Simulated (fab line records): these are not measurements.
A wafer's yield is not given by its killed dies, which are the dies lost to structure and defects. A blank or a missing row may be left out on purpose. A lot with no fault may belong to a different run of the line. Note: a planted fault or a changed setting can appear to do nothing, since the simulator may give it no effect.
Matching of chambers | flow gf180mcu | GF_V4_CVD_02 on pecvd-03 has 3 sister chambers
The step deposits SiO2 from TEOS, target thk 850 nm, time 94.851 s. 3 wafers are shown with their chamber, then 7 later ones without.

WAFERS WITH THEIR CHAMBER
wafer  | chamber | heaterPowerW (W)
L927.4 | 2       | 457
L927.6 | 1       | 824
L928.4 | 0       | 718

WAFERS WITH NO CHAMBER GIVEN
wafer  | heaterPowerW (W)
L928.5 | 405
L932.1 | 714
L932.2 | 829
L932.6 | 746
L936.3 | 765
L936.4 | 815
L936.5 | 465

CHAMBER TAKEN BY EACH
wafer  | from the rows above     | in truth
L928.5 | 2                       | 2
L932.1 | 0                       | 0
L932.2 | 1                       | 1
L932.6 | can't be placed: 0 or 1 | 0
L936.3 | can't be placed: 0 or 1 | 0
L936.4 | 1                       | 1
L936.5 | 2                       | 2
Placed correctly: 5 of 7. Can't be placed from these rows: 2 (the true chamber is among the candidates in 2). Placed wrongly: 0.
How it was worked out, from the rows above alone: a wafer's distance from a chamber is the root of the sum, over the readings, of the square of ((its reading less the chamber's mean) divided by the reading's scatter). The wafer belongs to the nearest chamber; if the next one is less than 2 further off, it can't be placed. The mean given for a chamber averages the wafers shown for that chamber. The scatter (one wafer shown for each chamber): square how far every hidden wafer sits from the nearest shown wafer, average those squares and take the square root.
